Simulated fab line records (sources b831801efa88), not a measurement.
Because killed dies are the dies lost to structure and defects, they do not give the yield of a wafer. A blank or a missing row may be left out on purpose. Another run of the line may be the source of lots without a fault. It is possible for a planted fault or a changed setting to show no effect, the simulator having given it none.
Which tool was responsible?	flow gf180mcu	33 wafers from 11 lots sampled at 3 of the route's 602 steps

## WHAT THE GAUGES READ, wafer by wafer
GF_V3_RS_MEAS_24: measures by four-point-probe.
lot	measured	on	V3_W_RS (ohm/sq)
L914	day 22 15:05	film_metro-02	0.323 0.330 0.322
L915	day 22 22:21	film_metro-04	0.328 0.328 0.329
L918	day 24 03:34	film_metro-02	0.328 0.328 0.332
L919	day 24 12:05	film_metro-02	0.335 0.336 0.332
L920	day 24 17:55	film_metro-04	0.328 0.333 0.328
L924	day 26 05:38	film_metro-04	0.328 0.331 0.330
L928	day 27 07:59	film_metro-02	0.288 0.293 0.293
L929	day 27 22:11	film_metro-02	0.291 0.291 0.287
L931	day 28 10:34	film_metro-02	0.322 0.327 0.325
L934	day 29 03:56	film_metro-02	0.329 0.331 0.331
L937	day 30 00:40	film_metro-04	0.336 0.330 0.334

## TOOL THAT RAN EACH LOT (tool first, then ch and the chambers of the sampled wafers, then the start)
lot	GF_M3_METAL_ETCH_16	GF_V3_CVD_23
L914	rie_metal-01 ch 0,1, day 21 12:53	cvd_w-02 ch 0,1, day 22 14:57
L915	rie_metal-01 ch 0,1, day 21 20:41	cvd_w-01 ch 0,1, day 22 22:14
L918	rie_metal-01 ch 0,1, day 23 02:22	cvd_w-01 ch 0, day 24 03:27
L919	rie_metal-03 ch 0,1, day 23 10:41	cvd_w-01 ch 0,1, day 24 11:58
L920	rie_metal-02 ch 0,1, day 23 17:27	cvd_w-02 ch 1, day 24 17:48
L924	rie_metal-01 ch 0,1, day 25 06:16	cvd_w-01 ch 0,1, day 26 05:32
L928	rie_metal-02 ch 0,1, day 26 08:59	cvd_w-01 ch 0,1, day 27 07:51
L929	rie_metal-03 ch 0, day 26 22:56	cvd_w-01 ch 1, day 27 22:04
L931	rie_metal-01 ch 0,1, day 27 11:47	cvd_w-02 ch 0,1, day 28 10:26
L934	rie_metal-03 ch 0,1, day 28 05:59	cvd_w-02 ch 0,1, day 29 03:50
L937	rie_metal-02 ch 0,1, day 29 03:23	cvd_w-02 ch 0,1, day 30 00:32
- GF_M3_METAL_ETCH_16: etches the open film in Cl2/BCl3, stops on SiO2, target depth 627.5 nm, time 104.6 s.
- GF_V3_CVD_23: deposits W, target thk 350 nm, time 104.9 s.

## THE ANSWER, worked out from the rows above alone
Rule: the lots themselves supply what counts as usual. Put in order of their means at a reading, lots are off if they are a third of the lots or fewer, leave a main group of 4 or more, and stand apart from it by a gap of 3 or more times the standard deviation of the main group's means; of several such gaps the widest counts. A main group is skipped when, at the precision printed for the reading in the tables above, its means are all equal. A lot without any number at a reading at which 4 lots or more have one is off too. Where the step has rows for the other lots, those lots are counted as sound.
Off: at GF_V3_RS_MEAS_24 (V3_W_RS), L928, L929. Main group: mean 0.329 ohm/sq, sd 0.0031.
If a tool, at a process step before that reading, ran all the lots that are off and no sound lot after the first of them, it fits. The gauges at GF_V3_RS_MEAS_24 are tried like those tools. One fits: GF_V3_CVD_23 on cvd_w-01. Its last sound lot is L924 (day 26 05:32), its first lot that is off L928 (day 27 07:51): a fault that began between those two fits.

## WHAT WAS PUT IN BY THE SIMULATOR
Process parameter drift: cvd_w-01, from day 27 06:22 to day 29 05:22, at GF_V3_CVD_23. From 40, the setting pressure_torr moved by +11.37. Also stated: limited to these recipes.
Struck lots among those shown: L928, L929. The rule above found the same.
